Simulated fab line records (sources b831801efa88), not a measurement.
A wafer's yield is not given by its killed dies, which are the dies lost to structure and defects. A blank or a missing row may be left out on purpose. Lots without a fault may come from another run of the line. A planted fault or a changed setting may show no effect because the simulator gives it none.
Problem report, 8D (eight disciplines) form, completed by code ; flow gf180mcu ; the parts of the form that need people (team, actions taken, sign-off) are left out

1. WHAT WENT WRONG
Wafers without a fault read 140.0 W with a standard deviation of 0.45, while bias-w at GF_MIM_METAL_ETCH_19 averages 147.9 W across 2 wafers of 1 lot. Measured from the usual mean, that is +18 standard deviations.
The step: etches the open film in Cl2/BCl3, stops on Si3N4, target depth 324.5 nm, time 54.1 s.
Earliest sighting: wafer L569.1 on rie-metal-03 at day 29 19:45. At this step, 39 wafers from 13 lots have a number in the record. Rule for "out", or "out of limits": more than 4 standard deviations from the usual mean. All remaining wafers that have a number are taken as sound.

2. WHAT IT IS, WHAT IT ISN'T
question;is;is not
which readings at this step;bias-w;drypump-motor-current-A, oes-product-au, throttle-valve-pct
which lots;L569;L555, L556, L557, L560, L561, L562, L563, L564, L565, L568, L577, L578
which wafers of those lots;L569.1, L569.5;L569.4
read on which tools;rie-metal-03;rie-metal-01, rie-metal-02
when;from day 29 19:45;"up to then (31 sound wafers); but 6 sound wafers of L577, L578 came after"

3. WHAT RULES OUT EACH SUSPECT
Counting: any tool at a process step up to the reading remains a suspect provided it ran every lot that is out. Sound lots after the first of them don't rule it out here, since some wafers of a struck lot are sound.
- pvd-sputter-03 at GF_M4_SPUTTER_03 (material Ti, target thk 10 nm, time 6.7 s): kept. The lot that is out, L569, ran on it at day 27 07:05; the last sound lot it ran before that was L568, at day 26 18:37.
- pvd-sputter-03 at GF_MIM_SPUTTER_09 (material TiN, target thk 35 nm, time 29.2 s): kept. The lot that is out, L569, ran on it at day 29 00:55; the last sound lot it ran before that was L565, at day 27 22:14.
- rie-metal-03 at GF_MIM_METAL_ETCH_19 (etches the open film in Cl2/BCl3, stops on Si3N4, target depth 324.5 nm, time 54.1 s): kept. The lot that is out, L569, ran on it at day 29 19:45; the last sound lot it ran before that was L565, at day 28 17:46. Out on those wafers are its own readings of bias-w.
- Within rie-metal-03 at GF_MIM_METAL_ETCH_19, the wafers that are out were processed in chamber 1 and their sound lot-mates in chamber 0.
The count leaves pvd-sputter-03 at GF_M4_SPUTTER_03, pvd-sputter-03 at GF_MIM_SPUTTER_09, and rie-metal-03 at GF_MIM_METAL_ETCH_19.

4. THE CAUSE (what the simulator had put in)
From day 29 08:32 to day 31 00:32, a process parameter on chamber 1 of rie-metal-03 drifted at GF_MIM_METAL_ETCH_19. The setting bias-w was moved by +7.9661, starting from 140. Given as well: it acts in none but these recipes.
This tool is one of the 3 suspects left after counting.

5. THE EFFECT CHAIN, in route order
Rows list readings where the struck wafers' mean (over those with a number) sits beyond 3 standard deviations from the usual. Scope: only readings with a usual standard deviation given in the record; hours: median across lots of the time from each lot's start at the first step in this table that gives one to its start at this step; sigmas: change in usual standard deviations.
hours;step;reading;usual;on struck wafers;change;sigmas
0;GF_MIM_METAL_ETCH_19;bias-w;140.0 W;147.9;+7.9;+18
It contains these process steps:
- GF_MIM_METAL_ETCH_19: etches the open film in Cl2/BCl3, stops on Si3N4, target depth 324.5 nm, time 54.1 s.

6. HOW IT WOULD HAVE BEEN CAUGHT EARLIER
In this record the first reading out of limits was taken at day 29 19:45, 11 hours after the fault began at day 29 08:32.
